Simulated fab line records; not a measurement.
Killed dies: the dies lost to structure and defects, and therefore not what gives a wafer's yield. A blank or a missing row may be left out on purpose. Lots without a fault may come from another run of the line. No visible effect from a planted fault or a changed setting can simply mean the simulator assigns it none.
fab line records	flow sky130
[record] lots = 14	wafers = 42	last-day = 50
route steps=708 shown VT_ADJUST_NCORE@126 VT_ADJUST_PCH@152 SONOS_TUNNEL@157 SONOS_ONO@169 PAD_OPEN@708
lots that met no fault: from a run of the same line without faults
start-h: hours from the record's first day to the start of the lot's first wafer shown	wait-h: time in hours since the lot's previous step	" identical to the entry in the row above	L1.1+2: a row that stands for several wafers	- no value, or no start was given	* or withheld: withheld	< > ~ a bound
route shown NAME@n: a module of which the file shows steps, and the number in the route of the first	usual: mean/standard deviation taken from wafers without a fault	same: alike in all rows	chamber/n: place in a boat	sites: the reading at each site	_std_site: the standard deviation of these	_edge_site: mean of outer sites minus mean of inner sites	radius-mm: how far each site lies from the wafer's centre	mask NAME#n: copy n	behind: the most recent tool/chamber to have shaped the wafer	hold: the reason the lot was held/the length of the hold in hours/how it ended	device: the n, p or np transistor that did not switch	end of line: the same wafers' tests at the end of the route	where a step has no rows: the recipe by itself	killed: dies that structure and defects cost at the first sort, which is not the same as the wafer's yield	map: a wafer's dies, x killed, . not, _ none there
set.NAME: the setting the step ran with; set.NAME@STEP: the setting that earlier step ran with	model.NAME: the simulator's own value behind a step, which no gauge read
the route's steps for a sample of lots (tables are steps, rows are wafers)
services: the hour from which a tool's chamber was out of use, counted from the record's first day as start-h (under 0 if before that day), plus the number of hours and why
[[steps]]
[step SKY_VT_ADJUST_NCORE_CD_MEAS_07]
[recipe] target-cd-nm = 380
[usual] cd-nm = 379/3
lot.wafer	tool	chamber	start-h	wait-h	cd-nm
L130.1	cd-sem-01	-	184.87	0.1	379
L130.4	"	-	"	"	377
L130.6	"	-	"	"	380
L131.3	cd-sem-01	-	192.72	0.1	382
L131.4	"	-	"	"	381
L131.5	"	-	"	"	383
L132.1	cd-sem-01	-	196.02	0.1	379
L132.2	"	-	"	"	380
L132.6	"	-	"	"	378
L133.1	cd-sem-01	-	200.78	0.1	376
L133.2	"	-	"	"	380
L133.4	"	-	"	"	379
L140.1	cd-sem-02	-	254.97	0.1	383
L140.3	"	-	"	"	380
L140.4	"	-	"	"	382
L142.1	cd-sem-01	-	267.67	0.1	379
L142.3	"	-	"	"	380
L142.4	"	-	"	"	380
L146.2	cd-sem-01	-	294.50	0.1	378
L146.3	"	-	"	"	378
L146.5	"	-	"	"	377
L147.4	cd-sem-02	-	302.93	0.1	376
L147.5	"	-	"	"	373
L147.6	"	-	"	"	375
L148.1	cd-sem-01	-	311.19	0.1	377
L148.4	"	-	"	"	380
L148.6	"	-	"	"	381
L149.2	cd-sem-02	-	315.14	0.1	376
L149.3	"	-	"	"	374
L149.5	"	-	"	"	375
L150.1	cd-sem-01	-	323.72	0.1	380
L150.2	"	-	"	"	379
L150.5	"	-	"	"	380
L151.1	cd-sem-01	-	330.19	0.1	379
L151.2	"	-	"	"	380
L151.5	"	-	"	"	381
L152.3	cd-sem-01	-	336.56	0.1	378
L152.4	"	-	"	"	377
L152.5	"	-	"	"	379
L153.2	cd-sem-01	-	340.89	0.1	383
L153.3	"	-	"	"	386
L153.4	"	-	"	"	381
[step SKY_VT_ADJUST_PCH_STRIP_09]
[recipe] chemistry = O2/N2	power-w = 1400	pressure-mtorr = 1500	platen-temp-c = withheld	o2-flow-sccm = 3000	n2-flow-sccm = 300	overash-fraction = 0.5
[usual] drypump-motor-current-A = 5.5/0.53	oes-product-au = 0.723/0.0043	strip-time-to-endpoint-s = 36.95/0.11
lot.wafer	tool	chamber	start-h	wait-h	drypump-motor-current-A	oes-product-au	rf-hours-counter-h	strip-time-to-endpoint-s
L130.1	plasma-asher-01	0	230.85	0.1	4.9	0.723	10	36.85
L130.4	"	1	"	"	5.6	0.721	-	36.96
L130.6	"	1	"	"	5.6	0.724	-	36.96
L131.3	plasma-asher-02	1	238.54	0.1	5.5	0.717	-	36.79
L131.4	"	0	"	"	6.5	0.723	-	36.87
L131.5	"	1	"	"	5.5	0.719	-	36.77
L132.1	plasma-asher-01	0	242.50	0.1	4.9	0.721	11	36.95
L132.2	"	1	"	"	5.6	0.725	11	37.06
L132.6	"	1	"	"	5.6	0.728	-	36.91
L133.1	plasma-asher-02	0	246.92	0.1	6.4	0.722	53	37.07
L133.2	"	1	"	"	5.5	0.726	53	37.01
L133.4	"	0	"	"	6.4	0.726	-	37.14
L140.1	plasma-asher-02	0	304.66	0.1	6.5	0.718	59	37.16
L140.3	"	1	"	"	5.5	0.728	-	37.20
L140.4	"	0	"	"	6.5	0.722	-	37.16
L142.1	plasma-asher-02	0	318.10	0.1	6.5	0.723	60	36.88
L142.3	"	0	"	"	6.5	0.718	-	37.02
L142.4	"	1	"	"	5.5	0.711	-	36.90
L146.2	plasma-asher-02	1	348.51	0.1	5.5	0.724	63	37.08
L146.3	"	1	"	"	5.5	0.714	-	37.00
L146.5	"	1	"	"	5.5	0.721	-	37.09
L147.4	plasma-asher-01	0	357.49	0.1	4.9	0.723	-	36.92
L147.5	"	0	"	"	4.9	0.718	-	36.86
L147.6	"	1	"	"	5.6	0.722	-	36.98
L148.1	plasma-asher-04	1	366.11	0.1	5.5	0.726	68	36.98
L148.4	"	0	"	"	5.0	0.726	-	36.90
L148.6	"	1	"	"	5.4	0.724	-	36.97
L149.2	plasma-asher-02	0	370.50	0.1	6.4	0.725	66	36.93
L149.3	"	0	"	"	6.5	0.725	-	36.85
L149.5	"	0	"	"	6.5	0.717	-	36.94
L150.1	plasma-asher-01	1	379.71	0.1	5.6	0.714	25	36.90
L150.2	"	0	"	"	4.9	0.729	25	36.88
L150.5	"	1	"	"	5.6	0.726	-	36.89
L151.1	plasma-asher-01	0	386.96	0.1	4.9	0.726	25	36.86
L151.2	"	1	"	"	5.6	0.720	25	36.88
L151.5	"	0	"	"	4.9	0.724	-	36.92
L152.3	plasma-asher-01	0	394.50	0.1	4.9	0.728	-	37.12
L152.4	"	1	"	"	5.5	0.718	-	37.02
L152.5	"	0	"	"	4.9	0.722	-	36.97
L153.2	plasma-asher-04	0	398.76	0.1	5.0	0.712	70	36.96
L153.3	"	1	"	"	5.4	0.720	-	37.08
L153.4	"	0	"	"	5.0	0.723	-	37.13
[step SKY_SONOS_TUNNEL_SOFTBAKE_03]
[recipe] temp-c = 90	time-s = 60	resist = NOVOLAK
[usual] run-length-s = 89.13/0.12
lot.wafer	tool	chamber	start-h	wait-h	run-length-s
L130.1	litho-track-02	0	242.19	0.1	89.09
L130.4	"	0	"	"	89.31
L130.6	"	0	"	"	89.15
L131.3	litho-track-04	0	249.63	0.1	89.05
L131.4	"	0	"	"	89.16
L131.5	"	0	"	"	88.94
L132.1	litho-track-04	0	253.98	0.1	89.28
L132.2	"	0	"	"	89.20
L132.6	"	0	"	"	88.97
L133.1	litho-track-02	0	258.44	0.1	89.20
L133.2	"	0	"	"	89.33
L133.4	"	0	"	"	89.30
L140.1	litho-track-02	0	317.44	0.1	89.09
L140.3	"	0	"	"	89.19
L140.4	"	0	"	"	96.29
L142.1	litho-track-02	0	331.29	0.1	89.15
L142.3	"	0	"	"	89.11
L142.4	"	0	"	"	96.46
L146.2	litho-track-01	0	362.04	0.1	89.28
L146.3	"	0	"	"	89.13
L146.5	"	0	"	"	89.20
L147.4	litho-track-04	0	371.80	0.1	88.98
L147.5	"	0	"	"	88.95
L147.6	"	0	"	"	89.10
L148.1	litho-track-01	0	380.02	0.1	89.11
L148.4	"	0	"	"	89.37
L148.6	"	0	"	"	89.36
L149.2	litho-track-04	0	385.15	0.1	89.17
L149.3	"	0	"	"	89.01
L149.5	"	0	"	"	89.22
L150.1	litho-track-04	0	394.73	0.1	89.29
L150.2	"	0	"	"	88.99
L150.5	"	0	"	"	89.15
L151.1	litho-track-04	0	401.78	0.1	89.21
L151.2	"	0	"	"	89.09
L151.5	"	0	"	"	88.99
L152.3	litho-track-01	0	409.92	0.1	89.35
L152.4	"	0	"	"	89.03
L152.5	"	0	"	"	89.21
L153.2	litho-track-02	0	413.71	0.1	89.13
L153.3	"	0	"	"	89.05
L153.4	"	0	"	"	89.13
[step SKY_SONOS_ONO_THK_MEAS_01]
[recipe] reads = SiO2_of_SONOS_ONO_OXIDATION_00
[usual] SONOS_ONO_OXIDATION_THK = 2.56/0.055
lot.wafer	tool	chamber	start-h	wait-h	SONOS_ONO_OXIDATION_THK[nm]
L130.1	film-metro-04	-	258.61	0.0	2.60
L130.4	"	-	"	"	2.57
L130.6	"	-	"	"	2.55
L131.3	film-metro-01	-	263.67	0.0	2.58
L131.4	"	-	"	"	2.63
L131.5	"	-	"	"	2.57
L132.1	film-metro-01	-	268.77	0.0	2.62
L132.2	"	-	"	"	2.59
L132.6	"	-	"	"	2.56
L133.1	film-metro-01	-	274.44	0.0	2.55
L133.2	"	-	"	"	2.54
L133.4	"	-	"	"	2.48
L140.1	film-metro-01	-	332.50	0.0	2.48
L140.3	"	-	"	"	2.58
L140.4	"	-	"	"	2.50
L142.1	film-metro-01	-	348.64	0.0	2.63
L142.3	"	-	"	"	2.65
L142.4	"	-	"	"	2.54
L146.2	film-metro-04	-	378.66	0.0	2.54
L146.3	"	-	"	"	2.45
L146.5	"	-	"	"	2.53
L147.4	film-metro-02	-	388.95	0.0	2.48
L147.5	"	-	"	"	2.52
L147.6	"	-	"	"	2.48
L148.1	film-metro-01	-	398.88	0.0	2.57
L148.4	"	-	"	"	2.59
L148.6	"	-	"	"	2.59
L149.2	film-metro-02	-	404.16	0.0	2.53
L149.3	"	-	"	"	2.55
L149.5	"	-	"	"	2.56
L150.1	film-metro-01	-	414.06	0.0	2.51
L150.2	"	-	"	"	2.47
L150.5	"	-	"	"	2.55
L151.1	film-metro-04	-	420.25	0.0	2.66
L151.2	"	-	"	"	2.59
L151.5	"	-	"	"	2.55
L152.3	film-metro-04	-	428.11	0.0	2.60
L152.4	"	-	"	"	2.63
L152.5	"	-	"	"	2.67
L153.2	film-metro-04	-	431.11	0.0	2.46
L153.3	"	-	"	"	2.45
L153.4	"	-	"	"	2.51
[step SKY_PAD_OPEN_PROBE_99]
[usual] killed_at_M0_to_M3 = 42/7.2	killed_at_M4_up = 3.4/2.1	killed-at-contacts = 24/5.4	killed-at-front-end = 15/4	killed-at-other = 0.3/0.53	killed-dies = 85/8.8	killed-open = 47/6.7	killed-short = 38/6.5
[same] gross-dies = 492	killed-at-back-side = 0
lot.wafer	tool	chamber	start-h	wait-h	killed_at_M0_to_M3	killed_at_M4_up	killed-at-contacts	killed-at-front-end	killed-at-other	killed-dies	killed-open	killed-short
L130.1	prober-02	-	1079.14	0.1	41	4	29	23	1	98	52	46
L130.4	prober-02	-	1079.29	0.2	46	4	23	13	1	87	54	33
L130.6	prober-02	-	1079.39	0.2	40	3	33	10	0	86	47	39
L131.3	prober-01	-	1087.99	0.2	46	4	29	11	0	90	47	43
L131.4	prober-01	-	1088.04	0.2	46	2	26	14	0	88	45	43
L131.5	prober-01	-	1088.09	0.2	44	2	17	11	0	74	41	33
L132.1	prober-02	-	1093.88	0.1	50	3	24	17	0	94	52	42
L132.2	prober-02	-	1093.93	0.1	55	5	23	16	0	99	57	41
L132.6	prober-02	-	1094.13	0.2	54	2	24	16	0	96	57	39
L133.1	prober-01	-	1099.83	0.1	44	3	22	18	1	88	36	51
L133.2	prober-01	-	1099.88	0.1	41	4	35	11	1	92	48	44
L133.4	prober-01	-	1099.98	0.2	58	6	26	16	0	106	62	43
L140.1	prober-02	-	1138.20	0.1	58	3	30	17	0	108	50	58
L140.3	prober-02	-	1138.30	0.2	33	1	31	15	0	80	46	34
L140.4	prober-02	-	1138.35	0.2	35	3	29	20	0	87	49	38
L142.1	prober-02	-	1149.30	0.1	51	1	18	16	1	87	37	49
L142.3	prober-02	-	1149.40	0.2	55	6	17	9	0	87	38	49
L142.4	prober-02	-	1149.45	0.2	45	0	31	15	1	92	58	32
L146.2	prober-02	-	1168.71	0.1	45	2	27	18	0	92	50	42
L146.3	prober-02	-	1168.76	0.2	39	4	29	11	0	83	44	39
L146.5	prober-02	-	1168.86	0.2	41	2	22	22	0	87	41	46
L147.4	prober-01	-	1176.63	0.2	35	13	27	11	1	87	46	41
L147.5	prober-01	-	1176.68	0.2	38	2	15	15	0	70	29	41
L147.6	prober-01	-	1176.73	0.2	42	3	23	17	0	85	47	36
L148.1	prober-02	-	1179.22	0.1	47	3	21	9	2	82	43	37
L148.4	prober-02	-	1179.37	0.2	43	3	22	8	0	76	47	29
L148.6	prober-02	-	1179.47	0.2	45	1	21	13	1	81	48	32
L149.2	prober-02	-	1181.80	0.1	51	1	26	18	0	96	53	43
L149.3	prober-02	-	1181.85	0.2	39	6	19	13	0	77	46	31
L149.5	prober-02	-	1181.95	0.2	42	2	29	17	1	91	58	32
L150.1	prober-01	-	1187.85	0.1	32	1	22	11	0	66	45	21
L150.2	prober-01	-	1187.90	0.1	37	2	30	17	0	86	42	44
L150.5	prober-01	-	1188.05	0.2	41	4	16	11	0	72	40	32
L151.1	prober-02	-	1193.04	0.1	27	4	30	13	0	74	46	28
L151.2	prober-02	-	1193.09	0.1	56	4	25	14	0	99	58	41
L151.5	prober-02	-	1193.24	0.2	47	4	22	18	0	91	57	34
L152.3	prober-01	-	1196.94	0.2	37	3	27	10	2	79	43	35
L152.4	prober-01	-	1196.99	0.2	53	4	24	16	0	97	53	43
L152.5	prober-01	-	1197.04	0.2	46	2	28	20	1	97	51	46
L153.2	prober-02	-	1203.04	0.1	46	4	27	7	0	84	55	28
L153.3	prober-02	-	1203.09	0.2	44	3	32	12	0	91	51	40
L153.4	prober-02	-	1203.14	0.2	29	10	31	15	1	86	53	33
// killed by level:class
L130.1 CONTACT:geometric-particle:open=12 LI_CONTACT:geometric-particle:open=8 METAL1:geometric-particle:short=8 VIA1:geometric-particle:open=7 FIELD_ISO:geometric-particle:short=6 FIELD_ISO:geometric-particle:open=6 LOCAL_INTERCONNECT:geometric-particle:short=6 POLY_GATE:geometric-particle:short=4
L130.4 VIA1:geometric-particle:open=17 CONTACT:geometric-particle:open=10 LI_CONTACT:geometric-particle:open=6 METAL1:geometric-particle:short=5 VIA2:geometric-particle:open=5 METAL3:geometric-particle:short=4 METAL2:geometric-particle:short=4 VIA3:geometric-particle:short=4
L130.6 LI_CONTACT:geometric-particle:open=11 VIA1:geometric-particle:open=10 CONTACT:geometric-particle:open=9 CONTACT:geometric-particle:short=8 METAL1:geometric-particle:short=6 METAL2:geometric-particle:short=6 VIA2:geometric-particle:open=5 VIA1:geometric-particle:short=5
L131.3 LI_CONTACT:geometric-particle:open=12 VIA1:geometric-particle:open=12 METAL2:geometric-particle:short=9 CONTACT:geometric-particle:open=7 VIA1:geometric-particle:short=7 FIELD_ISO:geometric-particle:open=5 LOCAL_INTERCONNECT:geometric-particle:short=5 VIA2:geometric-particle:short=4
L131.4 CONTACT:geometric-particle:open=11 VIA1:geometric-particle:short=9 VIA1:geometric-particle:open=8 VIA2:geometric-particle:open=8 METAL2:geometric-particle:short=7 LI_CONTACT:geometric-particle:open=5 LOCAL_INTERCONNECT:geometric-particle:short=5 CONTACT:geometric-particle:short=5
L131.5 VIA1:geometric-particle:open=9 VIA2:geometric-particle:open=8 METAL1:geometric-particle:short=6 LI_CONTACT:geometric-particle:open=5 CONTACT:geometric-particle:open=5 POLY_GATE:geometric-particle:open=4 VIA3:geometric-particle:short=4 METAL2:geometric-particle:short=4
L132.1 VIA1:geometric-particle:open=13 VIA2:geometric-particle:open=9 VIA1:geometric-particle:short=9 LI_CONTACT:geometric-particle:open=8 CONTACT:geometric-particle:short=6 CONTACT:geometric-particle:open=6 VIA3:geometric-particle:open=6 FIELD_ISO:geometric-particle:short=5
L132.2 VIA1:geometric-particle:open=14 METAL2:geometric-particle:short=10 CONTACT:geometric-particle:open=9 VIA2:geometric-particle:open=8 LI_CONTACT:geometric-particle:open=6 VIA1:geometric-particle:short=6 FIELD_ISO:geometric-particle:short=4 METAL1:geometric-particle:open=4
L132.6 VIA1:geometric-particle:open=14 CONTACT:geometric-particle:open=10 VIA2:geometric-particle:open=8 METAL2:geometric-particle:short=8 FIELD_ISO:geometric-particle:open=7 METAL1:geometric-particle:short=6 LI_CONTACT:geometric-particle:open=5 VIA1:geometric-particle:short=5
L133.1 CONTACT:geometric-particle:open=9 FIELD_ISO:geometric-particle:short=8 VIA1:geometric-particle:short=7 METAL1:geometric-particle:short=6 VIA2:geometric-particle:short=6 VIA1:geometric-particle:open=5 LI_CONTACT:geometric-particle:short=4 LI_CONTACT:geometric-particle:open=4
L133.2 CONTACT:geometric-particle:open=14 LI_CONTACT:geometric-particle:open=9 VIA1:geometric-particle:open=9 LI_CONTACT:geometric-particle:short=8 METAL2:geometric-particle:short=8 METAL1:geometric-particle:short=5 VIA2:geometric-particle:open=5 VIA3:geometric-particle:open=5
L133.4 VIA1:geometric-particle:open=16 CONTACT:geometric-particle:open=10 VIA2:geometric-particle:open=9 VIA1:geometric-particle:short=8 VIA3:geometric-particle:open=7 LI_CONTACT:geometric-particle:open=6 FIELD_ISO:geometric-particle:open=4 LOCAL_INTERCONNECT:geometric-particle:short=4
L140.1 VIA1:geometric-particle:open=13 CONTACT:geometric-particle:open=11 VIA3:geometric-particle:short=9 VIA2:geometric-particle:open=9 POLY_GATE:geometric-particle:short=8 LI_CONTACT:geometric-particle:open=8 METAL2:geometric-particle:short=8 METAL1:geometric-particle:short=7
L140.3 LI_CONTACT:geometric-particle:open=13 VIA1:geometric-particle:open=13 CONTACT:geometric-particle:open=9 FIELD_ISO:geometric-particle:short=6 LOCAL_INTERCONNECT:geometric-particle:short=4 CONTACT:geometric-particle:short=4 VIA3:geometric-particle:short=4 FIELD_ISO:geometric-particle:open=3
L140.4 CONTACT:geometric-particle:open=12 VIA3:geometric-particle:open=9 VIA1:geometric-particle:open=7 CONTACT:geometric-particle:short=6 FIELD_ISO:geometric-particle:open=5 POLY_GATE:geometric-particle:open=5 FIELD_ISO:geometric-particle:short=4 LOCAL_INTERCONNECT:geometric-particle:short=4
L142.1 METAL1:geometric-particle:short=11 METAL2:geometric-particle:short=9 VIA1:geometric-particle:open=7 VIA3:geometric-particle:open=7 CONTACT:geometric-particle:short=5 VIA3:geometric-particle:short=5 VIA1:geometric-particle:short=4 CONTACT:geometric-particle:open=4
L142.3 METAL1:geometric-particle:short=16 VIA1:geometric-particle:open=11 CONTACT:geometric-particle:open=9 VIA1:geometric-particle:short=7 CONTACT:geometric-particle:short=5 METAL4:geometric-particle:short=5 METAL3:geometric-particle:short=4 VIA3:geometric-particle:open=4
L142.4 VIA1:geometric-particle:open=13 CONTACT:geometric-particle:open=12 METAL1:geometric-particle:short=8 LI_CONTACT:geometric-particle:open=7 POLY_GATE:geometric-particle:open=5 VIA2:geometric-particle:open=5 VIA3:geometric-particle:open=5 LOCAL_INTERCONNECT:geometric-particle:short=4
L146.2 CONTACT:geometric-particle:open=10 VIA1:geometric-particle:open=10 VIA2:geometric-particle:open=7 LI_CONTACT:geometric-particle:open=6 CONTACT:geometric-particle:short=6 POLY_GATE:geometric-particle:open=5 VIA1:geometric-particle:short=4 METAL2:geometric-particle:short=4
L146.3 CONTACT:geometric-particle:open=13 METAL2:geometric-particle:short=9 LI_CONTACT:geometric-particle:open=6 VIA3:geometric-particle:open=6 LOCAL_INTERCONNECT:geometric-particle:short=5 METAL1:geometric-particle:short=5 POLY_GATE:geometric-particle:short=4 VIA1:geometric-particle:open=4
L146.5 POLY_GATE:geometric-particle:short=9 VIA1:geometric-particle:open=9 LI_CONTACT:geometric-particle:open=7 METAL2:geometric-particle:short=7 LI_CONTACT:geometric-particle:short=6 CONTACT:geometric-particle:open=6 VIA2:geometric-particle:open=6 POLY_GATE:geometric-particle:open=5
L147.4 VIA1:geometric-particle:open=10 CONTACT:geometric-particle:open=9 METAL4:geometric-particle:short=8 VIA2:geometric-particle:open=7 LI_CONTACT:geometric-particle:open=6 METAL2:geometric-particle:short=6 LOCAL_INTERCONNECT:geometric-particle:short=5 VIA1:geometric-particle:short=5
L147.5 VIA3:geometric-particle:short=8 FIELD_ISO:geometric-particle:short=7 VIA1:geometric-particle:open=7 CONTACT:geometric-particle:short=5 VIA3:geometric-particle:open=5 POLY_GATE:geometric-particle:short=4 METAL1:geometric-particle:short=4 VIA2:geometric-particle:open=4
L147.6 VIA1:geometric-particle:open=13 CONTACT:geometric-particle:open=9 FIELD_ISO:geometric-particle:short=7 LI_CONTACT:geometric-particle:open=7 VIA2:geometric-particle:open=6 METAL1:geometric-particle:short=5 LOCAL_INTERCONNECT:geometric-particle:short=4 VIA3:geometric-particle:short=4
L148.1 VIA1:geometric-particle:open=16 VIA2:geometric-particle:open=7 CONTACT:geometric-particle:short=6 CONTACT:geometric-particle:open=5 FIELD_ISO:geometric-particle:open=4 LI_CONTACT:geometric-particle:short=4 LI_CONTACT:geometric-particle:open=4 METAL2:geometric-particle:short=4
L148.4 VIA1:geometric-particle:open=13 CONTACT:geometric-particle:open=9 VIA2:geometric-particle:open=7 VIA1:geometric-particle:short=5 VIA3:geometric-particle:open=5 VIA3:geometric-particle:short=4 LI_CONTACT:geometric-particle:open=4 LOCAL_INTERCONNECT:geometric-particle:open=4
L148.6 VIA1:geometric-particle:open=13 LI_CONTACT:geometric-particle:open=9 VIA2:geometric-particle:open=7 POLY_GATE:geometric-particle:short=5 CONTACT:geometric-particle:open=5 METAL1:geometric-particle:short=5 VIA3:geometric-particle:open=5 POLY_GATE:geometric-particle:open=4
L149.2 VIA1:geometric-particle:open=11 CONTACT:geometric-particle:open=10 CONTACT:geometric-particle:short=8 VIA2:geometric-particle:open=8 VIA3:geometric-particle:short=8 VIA2:geometric-particle:short=7 POLY_GATE:geometric-particle:open=5 VIA1:geometric-particle:short=5
L149.3 VIA1:geometric-particle:open=15 VIA2:geometric-particle:open=6 CONTACT:geometric-particle:open=6 FIELD_ISO:geometric-particle:open=4 CONTACT:geometric-particle:short=4 METAL2:geometric-particle:short=4 METAL4:geometric-particle:short=4 FIELD_ISO:geometric-particle:short=3
L149.5 CONTACT:geometric-particle:open=14 VIA2:geometric-particle:open=13 LI_CONTACT:geometric-particle:open=7 VIA3:geometric-particle:open=6 VIA1:geometric-particle:short=5 VIA1:geometric-particle:open=5 FIELD_ISO:geometric-particle:short=4 FIELD_ISO:geometric-particle:open=4
L150.1 CONTACT:geometric-particle:open=13 VIA1:geometric-particle:open=11 VIA2:geometric-particle:open=8 POLY_GATE:geometric-particle:short=4 LI_CONTACT:geometric-particle:open=4 METAL2:geometric-particle:short=4 CONTACT:geometric-particle:short=3 METAL1:geometric-particle:short=2
L150.2 CONTACT:geometric-particle:open=11 CONTACT:geometric-particle:short=7 VIA1:geometric-particle:open=7 METAL2:geometric-particle:short=7 LI_CONTACT:geometric-particle:open=5 METAL1:geometric-particle:short=5 VIA2:geometric-particle:short=5 FIELD_ISO:geometric-particle:short=4
L150.5 VIA1:geometric-particle:open=9 CONTACT:geometric-particle:open=6 METAL2:geometric-particle:short=5 VIA2:geometric-particle:open=5 VIA3:geometric-particle:open=5 FIELD_ISO:geometric-particle:short=4 LI_CONTACT:geometric-particle:open=4 METAL1:geometric-particle:short=4
L151.1 LI_CONTACT:geometric-particle:open=10 CONTACT:geometric-particle:open=6 VIA1:geometric-particle:open=6 FIELD_ISO:geometric-particle:open=5 POLY_GATE:geometric-particle:open=5 LOCAL_INTERCONNECT:geometric-particle:short=5 VIA1:geometric-particle:short=5 CONTACT:geometric-particle:short=4
L151.2 CONTACT:geometric-particle:open=12 VIA1:geometric-particle:open=10 VIA1:geometric-particle:short=9 VIA3:geometric-particle:open=8 LI_CONTACT:geometric-particle:open=7 METAL2:geometric-particle:short=7 VIA2:geometric-particle:open=6 METAL3:geometric-particle:short=6
L151.5 VIA1:geometric-particle:open=16 LI_CONTACT:geometric-particle:open=8 CONTACT:geometric-particle:open=8 FIELD_ISO:geometric-particle:open=6 METAL1:geometric-particle:short=5 METAL2:geometric-particle:short=5 VIA2:geometric-particle:open=5 VIA3:geometric-particle:open=5
L152.3 VIA1:geometric-particle:open=11 CONTACT:geometric-particle:open=9 LI_CONTACT:geometric-particle:open=8 LI_CONTACT:geometric-particle:short=6 METAL1:geometric-particle:short=6 METAL2:geometric-particle:short=5 VIA3:geometric-particle:open=5 POLY_GATE:geometric-particle:short=3
L152.4 VIA3:geometric-particle:open=10 VIA1:geometric-particle:open=8 METAL2:geometric-particle:short=8 VIA2:geometric-particle:open=8 CONTACT:geometric-particle:open=7 LI_CONTACT:geometric-particle:open=7 VIA3:geometric-particle:short=6 LOCAL_INTERCONNECT:geometric-particle:short=5
L152.5 CONTACT:geometric-particle:open=11 VIA1:geometric-particle:open=8 METAL1:geometric-particle:short=7 METAL2:geometric-particle:short=6 VIA3:geometric-particle:open=6 CONTACT:geometric-particle:short=5 METAL2:geometric-particle:open=5 FIELD_ISO:geometric-particle:short=4
L153.2 LI_CONTACT:geometric-particle:open=10 CONTACT:geometric-particle:open=10 VIA2:geometric-particle:open=10 VIA1:geometric-particle:open=8 VIA3:geometric-particle:open=6 METAL1:geometric-particle:short=6 VIA1:geometric-particle:short=5 CONTACT:geometric-particle:short=4
L153.3 CONTACT:geometric-particle:open=11 VIA3:geometric-particle:open=9 VIA1:geometric-particle:open=9 LI_CONTACT:geometric-particle:open=8 CONTACT:geometric-particle:short=7 METAL3:geometric-particle:short=6 FIELD_ISO:geometric-particle:short=5 METAL1:geometric-particle:short=4
L153.4 LI_CONTACT:geometric-particle:open=11 CONTACT:geometric-particle:open=10 METAL4:geometric-particle:short=8 VIA1:geometric-particle:open=7 VIA2:geometric-particle:open=6 FIELD_ISO:geometric-particle:open=5 POLY_GATE:geometric-particle:open=4 LI_CONTACT:geometric-particle:short=4
[[services]]
tool	chamber	start-h	hours	kind
plasma-asher-02	-	342.31	1.4	repair
plasma-asher-01	-	351.10	2.8	pm
plasma-asher-02	-	379.16	0.4	repair
[[key]]
[first-sign] step = SKY_SONOS_TUNNEL_SOFTBAKE_03	reading = run-length-s	direction = up	sigmas = 62	usual = *	struck = *
effect none on later readings
met-at SKY_SONOS_TUNNEL_SOFTBAKE_03
struck-lots L140,L142
struck-wafers L140.4,L142.4
tester-left-out L140,L142
not-acting-at SKY_VT_ADJUST_NCORE_CD_MEAS_07,SKY_VT_ADJUST_PCH_STRIP_09,SKY_SONOS_ONO_THK_MEAS_01
onset-between 258.44 317.44
[fault] kind = process-parameter-drift	tool = litho-track-02	chamber = -	onset-h = 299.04	steps = SKY_SONOS_TUNNEL_SOFTBAKE_03	channel = time-s	offset = *	shape = step	end-h = 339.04	scope = struck-wafers-only	acts-in = *	stated = *
// tester-left-out: of these lots the tester's yield and bins aren't shown, on N5 and GAA mostly nor the transistor test; their killed dies are dies lost to structure and defects alone, not to doping, threshold or leakage, so they don't give the yield
